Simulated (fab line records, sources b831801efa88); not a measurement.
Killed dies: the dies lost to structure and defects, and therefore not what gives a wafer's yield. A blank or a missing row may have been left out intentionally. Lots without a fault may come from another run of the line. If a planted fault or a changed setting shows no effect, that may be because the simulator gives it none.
2 desks looking at one fault | flow sky130 | what lay behind the numbers comes last; until then each desk has only its own

## THE METROLOGY DESK
What the gauges read for every lot (on any tool): the sampled wafers with a number, averaged. Marked OUT: a lot whose mean sits more than 4 standard deviations from the usual mean, which makes it out of limits; the brackets give that distance.
Columns: A = cdNm at SKY_METAL2_CD_MEAS_15, usual 140.0 nm; B = METAL5_ALCU_THK at SKY_METAL5_THK_MEAS_06, usual 1162 nm
lot  | first seen here | A     | B
L690 | day 35 23:25    | 143.9 | 1178
L691 | day 36 05:58    | 138.9 | 1157
L692 | day 36 11:46    | 140.8 | 1173
L695 | day 37 16:18    | 141.3 | 1161
L699 | day 38 10:34    | 138.8 | 1198
L702 | day 39 11:22    | 139.0 | 1161
L704 | day 40 01:37    | 138.6 | 1138
L706 | day 40 16:59    | 139.9 | 1155
L707 | day 41 03:49    | 140.5 | 1177
L708 | day 41 06:40    | 138.1 | 1178
L710 | day 41 22:53    | 140.5 | 1155
L711 | day 42 03:25    | 140.9 | 1170
Result from this desk: across the 12 lots, nothing is out of limits.

## FOR THE TOOL OWNER'S DESK: pvdSputter-04
At SKY_METAL5_SPUTTER_04 (material TiN, target thk 70 nm, time 58.3 s) the tool's own readings: per lot run on this tool, the mean of the sampled wafers that have a number. Marked OUT: a lot whose mean sits more than 4 standard deviations from the usual mean, which makes it out of limits; the brackets give that distance.
Columns: A = throttleValvePct at SKY_METAL5_SPUTTER_04, usual 29.4 %
lot  | first seen here | A
L690 | day 43 16:30    | 30.7
L692 | day 44 03:00    | 30.2
L699 | day 45 19:17    | 31.0
Result from this desk: across the 3 lots, nothing is out of limits.

## TAKEN TOGETHER
The metrology desk saw nothing out of limits.
The tool owner's desk saw nothing out of limits.

## WHAT THE SIMULATOR HAD INSERTED
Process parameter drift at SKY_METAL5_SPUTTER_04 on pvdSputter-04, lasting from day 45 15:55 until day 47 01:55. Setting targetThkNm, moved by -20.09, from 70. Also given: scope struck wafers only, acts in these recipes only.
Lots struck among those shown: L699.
